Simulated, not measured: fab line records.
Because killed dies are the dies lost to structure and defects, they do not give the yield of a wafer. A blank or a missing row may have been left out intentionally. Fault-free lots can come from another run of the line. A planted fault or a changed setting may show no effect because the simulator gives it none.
Which tool was responsible? | flow gf180mcu | 24 lots with 72 wafers sampled at 6 steps, on a route of 602 steps

## WHAT THE GAUGES READ, wafer by wafer
GF_M3_RS_MEAS_05: a four-point-probe measurement.
lot  | measured     | on           | M3_ALCU_RS (ohm/sq)
L074 | day 20 05:25 | filmMetro-03 | 0.0691 0.0685 0.0689
L075 | day 20 17:39 | filmMetro-02 | 0.0690 0.0700 0.0687
L076 | day 21 02:16 | filmMetro-02 | 0.0679 0.0689 0.0699
L077 | day 21 11:23 | filmMetro-02 | 0.0691 0.0692 0.0696
L078 | day 22 08:27 | filmMetro-03 | 0.0681 0.0685 0.0702
L079 | day 22 14:22 | filmMetro-01 | 0.0689 0.0691 0.0686
L080 | day 23 02:48 | filmMetro-02 | 0.0699 0.0694 0.0690
L081 | day 23 11:31 | filmMetro-03 | 0.0689 0.0696 0.0691
L082 | day 23 12:36 | filmMetro-02 | 0.0699 0.0679 0.0692
L083 | day 23 20:21 | filmMetro-03 | 0.0701 0.0702 0.0697
L084 | day 24 04:09 | filmMetro-03 | 0.0706 0.0685 0.0697
L085 | day 24 15:35 | filmMetro-02 | 0.0707 0.0707 0.0716
L086 | day 24 22:04 | filmMetro-02 | 0.0705 0.0701 0.0711
L087 | day 25 03:55 | filmMetro-03 | 0.0704 0.0698 0.0697
L088 | day 25 15:37 | filmMetro-02 | 0.0689 0.0694 0.0692
L089 | day 26 05:29 | filmMetro-03 | 0.0680 0.0697 0.0684
L090 | day 26 06:04 | filmMetro-01 | 0.0707 0.0707 0.0712
L091 | day 26 11:21 | filmMetro-01 | 0.0689 0.0705 0.0691
L092 | day 26 17:40 | filmMetro-01 | 0.0698 0.0679 0.0684
L093 | day 27 02:02 | filmMetro-01 | 0.0693 0.0686 0.0687
L094 | day 27 05:46 | filmMetro-01 | 0.0717 0.0705 0.0710
L095 | day 27 12:09 | filmMetro-02 | 0.0698 0.0697 0.0694
L096 | day 27 16:52 | filmMetro-03 | 0.0684 0.0679 0.0681
L097 | day 27 23:39 | filmMetro-03 | 0.0682 0.0685 0.0684

GF_V3_THK_MEAS_03.
lot  | measured     | on           | V3_CVD_02_THK (nm)
L074 | day 21 05:47 | filmMetro-02 | 862 859 857
L075 | day 21 18:44 | filmMetro-02 | 837 880 847
L076 | day 22 03:17 | filmMetro-04 | 841 867 852
L077 | day 22 12:20 | filmMetro-01 | 843 870 854
L078 | day 23 08:35 | filmMetro-01 | 852 852 862
L079 | day 23 14:09 | filmMetro-01 | 825 853 857
L080 | day 24 05:26 | filmMetro-04 | 838 839 857
L081 | day 24 11:07 | filmMetro-01 | 833 852 845
L082 | day 24 12:29 | filmMetro-01 | 855 860 844
L083 | day 24 19:56 | filmMetro-02 | 862 857 854
L084 | day 25 02:06 | filmMetro-02 | 879 883 881
L085 | day 25 14:25 | filmMetro-04 | 838 856 848
L086 | day 25 20:10 | filmMetro-02 | 842 864 849
L087 | day 26 01:17 | filmMetro-04 | 859 858 871
L088 | day 26 13:55 | filmMetro-04 | 854 859 865
L089 | day 27 02:47 | filmMetro-04 | 863 871 861
L090 | day 27 03:10 | filmMetro-02 | 853 839 857
L091 | day 27 07:50 | filmMetro-04 | 851 843 844
L092 | day 27 15:08 | filmMetro-04 | 835 857 853
L093 | day 27 23:40 | filmMetro-04 | 850 871 864
L094 | day 28 02:08 | filmMetro-02 | 844 862 872
L095 | day 28 08:56 | filmMetro-04 | 846 854 872
L096 | day 28 14:10 | filmMetro-02 | 858 844 855
L097 | day 28 19:17 | filmMetro-01 | 836 841 853

## TOOL THAT RAN EACH LOT (tool first, then ch and the chambers of the sampled wafers, then the start)
lot  | GF_V1_ETCH_16                     | GF_M2_SPUTTER_03            | GF_M2_SPUTTER_04            | GF_V2_STRIP_18
L074 | rieDiel-04 ch 0,3, day 18 01:20   | pvdSputter-04, day 18 02:52 | pvdSputter-04, day 18 02:53 | plasmaAsher-01 ch 0,1, day 20 03:56
L075 | rieDiel-03 ch 1,3, day 18 13:22   | pvdSputter-04, day 18 14:55 | pvdSputter-04, day 18 14:56 | plasmaAsher-01 ch 0,1, day 20 16:11
L076 | rieDiel-03 ch 1,2,3, day 18 20:43 | pvdSputter-03, day 18 22:16 | pvdSputter-03, day 18 22:17 | plasmaAsher-02 ch 0,1, day 21 00:47
L077 | rieDiel-03 ch 0,1,2, day 19 06:31 | pvdSputter-03, day 19 08:02 | pvdSputter-03, day 19 08:03 | plasmaAsher-02 ch 0,1, day 21 09:52
L078 | rieDiel-01 ch 0,1,3, day 20 04:04 | pvdSputter-02, day 20 05:37 | pvdSputter-02, day 20 05:38 | plasmaAsher-01 ch 0,1, day 22 06:58
L079 | rieDiel-04 ch 0,2,3, day 20 10:44 | pvdSputter-03, day 20 12:16 | pvdSputter-03, day 20 12:17 | plasmaAsher-04 ch 0,1, day 22 12:34
L080 | rieDiel-01 ch 1,2,3, day 20 23:10 | pvdSputter-04, day 21 00:41 | pvdSputter-04, day 21 00:42 | plasmaAsher-02 ch 0,1, day 23 01:16
L081 | rieDiel-01 ch 2,3, day 21 05:40   | pvdSputter-03, day 21 07:10 | pvdSputter-03, day 21 07:11 | plasmaAsher-04 ch 0,1, day 23 09:38
L082 | rieDiel-01 ch 1,2,3, day 21 09:31 | pvdSputter-02, day 21 11:02 | pvdSputter-02, day 21 11:03 | plasmaAsher-01 ch 0,1, day 23 11:08
L083 | rieDiel-03 ch 0,1,2, day 21 17:19 | pvdSputter-03, day 21 18:52 | pvdSputter-03, day 21 18:53 | plasmaAsher-01 ch 0,1, day 23 18:53
L084 | rieDiel-01 ch 1,2, day 21 23:26   | pvdSputter-04, day 22 00:58 | pvdSputter-04, day 22 00:59 | plasmaAsher-02 ch 0,1, day 24 02:31
L085 | rieDiel-01 ch 1,3, day 22 13:25   | pvdSputter-03, day 22 14:58 | pvdSputter-03, day 22 14:59 | plasmaAsher-01 ch 1, day 24 13:59
L086 | rieDiel-03 ch 0,3, day 22 19:10   | pvdSputter-04, day 22 20:41 | pvdSputter-04, day 22 20:42 | plasmaAsher-01 ch 0,1, day 24 20:37
L087 | rieDiel-04 ch 1,3, day 23 01:37   | pvdSputter-04, day 23 03:07 | pvdSputter-04, day 23 03:08 | plasmaAsher-02 ch 0,1, day 25 02:25
L088 | rieDiel-01 ch 1,2,3, day 23 15:58 | pvdSputter-02, day 23 17:30 | pvdSputter-02, day 23 17:31 | plasmaAsher-04 ch 0,1, day 25 14:10
L089 | rieDiel-01 ch 0,1, day 24 04:19   | pvdSputter-03, day 24 06:02 | pvdSputter-03, day 24 06:04 | plasmaAsher-02 ch 0,1, day 26 03:46
L090 | rieDiel-04 ch 1,2,3, day 24 05:37 | pvdSputter-02, day 24 07:07 | pvdSputter-02, day 24 07:08 | plasmaAsher-04 ch 0,1, day 26 04:07
L091 | rieDiel-03 ch 0,2,3, day 24 11:47 | pvdSputter-02, day 24 13:17 | pvdSputter-02, day 24 13:19 | plasmaAsher-04 ch 0,1, day 26 09:52
L092 | rieDiel-04 ch 0,2,3, day 24 18:25 | pvdSputter-02, day 24 19:59 | pvdSputter-02, day 24 20:01 | plasmaAsher-04 ch 0,1, day 26 15:46
L093 | rieDiel-03 ch 0,2, day 25 03:14   | pvdSputter-04, day 25 04:53 | pvdSputter-04, day 25 04:55 | plasmaAsher-01 ch 0,1, day 27 00:28
L094 | rieDiel-01 ch 1,2,3, day 25 07:52 | pvdSputter-02, day 25 09:33 | pvdSputter-02, day 25 09:34 | plasmaAsher-02 ch 0,1, day 27 04:19
L095 | rieDiel-04 ch 1,2,3, day 25 13:22 | pvdSputter-04, day 25 14:53 | pvdSputter-04, day 25 14:55 | plasmaAsher-02 ch 0,1, day 27 10:38
L096 | rieDiel-01 ch 0,1,2, day 25 18:22 | pvdSputter-04, day 25 21:04 | pvdSputter-04, day 25 21:05 | plasmaAsher-04 ch 0,1, day 27 15:24
L097 | rieDiel-01 ch 0,1, day 26 02:05   | pvdSputter-02, day 26 03:43 | pvdSputter-02, day 26 03:45 | plasmaAsher-01 ch 0,1, day 27 22:11
- GF_V1_ETCH_16: etches BARC in N2/H2.
- GF_M2_SPUTTER_03: material Ti, target thk 10 nm, time 6.7 s.
- GF_M2_SPUTTER_04: material TiN, target thk 50 nm, time 41.7 s.
- GF_V2_STRIP_18: strips in O2/N2.

## AS READ BY THE TOOLS THEMSELVES (means over the sampled wafers that have a number; for cases with no such wafer, the mark the record gives instead)
GF_V1_ETCH_16.
lot  | tool       | drypumpMotorCurrentA (A) | oesProductAu (a.u.) | throttleValvePct (%)
L074 | rieDiel-04 | 5.8                      | 0.854               | 13.228
L075 | rieDiel-03 | 5.3                      | 0.855               | 13.223
L076 | rieDiel-03 | 5.5                      | 0.854               | 13.224
L077 | rieDiel-03 | 5.7                      | 0.853               | 13.221
L078 | rieDiel-01 | 5.7                      | 0.857               | 13.221
L079 | rieDiel-04 | 5.7                      | 0.853               | 13.214
L080 | rieDiel-01 | 5.7                      | 0.857               | 13.226
L081 | rieDiel-01 | 5.9                      | 0.853               | 13.231
L082 | rieDiel-01 | 5.6                      | 0.852               | 13.225
L083 | rieDiel-03 | 5.7                      | 0.851               | 13.223
L084 | rieDiel-01 | 5.4                      | 0.855               | 13.229
L085 | rieDiel-01 | 5.5                      | 0.856               | 13.229
L086 | rieDiel-03 | 5.8                      | 0.856               | 13.233
L087 | rieDiel-04 | 5.1                      | 0.859               | 13.232
L088 | rieDiel-01 | 5.6                      | 0.856               | 13.226
L089 | rieDiel-01 | 5.5                      | 0.859               | 13.223
L090 | rieDiel-04 | 5.4                      | 0.855               | 13.217
L091 | rieDiel-03 | 5.7                      | 0.857               | 13.225
L092 | rieDiel-04 | 5.7                      | 0.851               | 13.222
L093 | rieDiel-03 | 5.8                      | 0.854               | 13.225
L094 | rieDiel-01 | 5.6                      | 0.859               | 13.219
L095 | rieDiel-04 | 5.4                      | 0.855               | 13.219
L096 | rieDiel-01 | 5.6                      | 0.853               | 13.230
L097 | rieDiel-01 | 5.8                      | 0.855               | 13.231

GF_M2_SPUTTER_03.
lot  | tool          | substrateTempC (C) | throttleValvePct (%)
L074 | pvdSputter-04 | 300.04             | 31.1
L075 | pvdSputter-04 | 299.92             | 30.3
L076 | pvdSputter-03 | 299.96             | 30.3
L077 | pvdSputter-03 | 299.97             | 30.0
L078 | pvdSputter-02 | 299.95             | 30.0
L079 | pvdSputter-03 | 300.00             | 30.4
L080 | pvdSputter-04 | 300.12             | 30.6
L081 | pvdSputter-03 | 300.05             | 30.0
L082 | pvdSputter-02 | 300.00             | 29.8
L083 | pvdSputter-03 | 300.05             | 29.5
L084 | pvdSputter-04 | 299.99             | 31.1
L085 | pvdSputter-03 | 299.95             | 29.6
L086 | pvdSputter-04 | 300.03             | 30.6
L087 | pvdSputter-04 | 300.05             | 30.6
L088 | pvdSputter-02 | 300.12             | 30.0
L089 | pvdSputter-03 | 299.94             | 30.1
L090 | pvdSputter-02 | 300.03             | 29.4
L091 | pvdSputter-02 | 299.95             | 29.8
L092 | pvdSputter-02 | 300.07             | 29.4
L093 | pvdSputter-04 | 300.04             | 30.7
L094 | pvdSputter-02 | 300.18             | 29.9
L095 | pvdSputter-04 | 300.10             | 30.3
L096 | pvdSputter-04 | 300.01             | 30.6
L097 | pvdSputter-02 | 300.04             | 30.2

GF_M2_SPUTTER_04.
lot  | tool          | throttleValvePct (%)
L074 | pvdSputter-04 | 31.1
L075 | pvdSputter-04 | 30.3
L076 | pvdSputter-03 | 30.3
L077 | pvdSputter-03 | 30.0
L078 | pvdSputter-02 | 29.7
L079 | pvdSputter-03 | 30.3
L080 | pvdSputter-04 | 30.7
L081 | pvdSputter-03 | 30.2
L082 | pvdSputter-02 | 29.8
L083 | pvdSputter-03 | 29.5
L084 | pvdSputter-04 | 31.0
L085 | pvdSputter-03 | 29.8
L086 | pvdSputter-04 | 30.7
L087 | pvdSputter-04 | 30.6
L088 | pvdSputter-02 | 30.0
L089 | pvdSputter-03 | 30.0
L090 | pvdSputter-02 | 29.3
L091 | pvdSputter-02 | 29.8
L092 | pvdSputter-02 | 29.4
L093 | pvdSputter-04 | 30.8
L094 | pvdSputter-02 | 30.0
L095 | pvdSputter-04 | 30.4
L096 | pvdSputter-04 | 30.7
L097 | pvdSputter-02 | 30.2

GF_V2_STRIP_18.
lot  | tool           | drypumpMotorCurrentA (A) | heaterPowerW (W) | oesProductAu (a.u.)
L074 | plasmaAsher-01 | 5.8                      | 314              | 0.595
L075 | plasmaAsher-01 | 5.6                      | 328              | 0.595
L076 | plasmaAsher-02 | 5.9                      | 337              | 0.591
L077 | plasmaAsher-02 | 5.7                      | 327              | 0.596
L078 | plasmaAsher-01 | 5.9                      | 311              | 0.589
L079 | plasmaAsher-04 | 5.2                      | 343              | 0.595
L080 | plasmaAsher-02 | 5.7                      | 322              | 0.595
L081 | plasmaAsher-04 | 5.3                      | 339              | 0.594
L082 | plasmaAsher-01 | 5.8                      | 310              | 0.590
L083 | plasmaAsher-01 | 5.6                      | 330              | 0.592
L084 | plasmaAsher-02 | 5.9                      | 338              | 0.597
L085 | plasmaAsher-01 | 6.1                      | 291              | 0.595
L086 | plasmaAsher-01 | 5.8                      | 312              | 0.588
L087 | plasmaAsher-02 | 5.7                      | 324              | 0.598
L088 | plasmaAsher-04 | 5.1                      | 332              | 0.594
L089 | plasmaAsher-02 | 5.8                      | 339              | 0.594
L090 | plasmaAsher-04 | 5.3                      | 340              | 0.587
L091 | plasmaAsher-04 | 5.3                      | 343              | 0.599
L092 | plasmaAsher-04 | 5.1                      | 337              | 0.596
L093 | plasmaAsher-01 | 5.8                      | 309              | 0.593
L094 | plasmaAsher-02 | 5.7                      | 328              | 0.590
L095 | plasmaAsher-02 | 5.7                      | 323              | 0.595
L096 | plasmaAsher-04 | 5.3                      | 341              | 0.596
L097 | plasmaAsher-01 | 5.6                      | 323              | 0.593

## THE ANSWER, worked out from the rows above alone
Rule: usual is defined by the lots themselves. The widest of any qualifying gaps counts: lots, ordered by their means at a reading, are off when they make up no more than a third of the lots, leave a main group of 4 or more, and stand apart from it by 3 or more times the standard deviation of that group's means. A main group whose means are all the same, to the digits that the tables above print for the reading, isn't used. A lot without any number at a reading at which 4 lots or more have one is off too. All remaining lots with rows at the step are treated as sound. First the gauges in route order, then the tools' own readings, where a lot's mean is used as printed above. The first step at which some lot is off is used, and at that step the reading that is off furthest; a lot without a number counts as furthest.
Across all readings shown, no lot is off: no conclusion can be drawn from this.

## WHAT HAD BEEN PUT IN BY THE SIMULATOR
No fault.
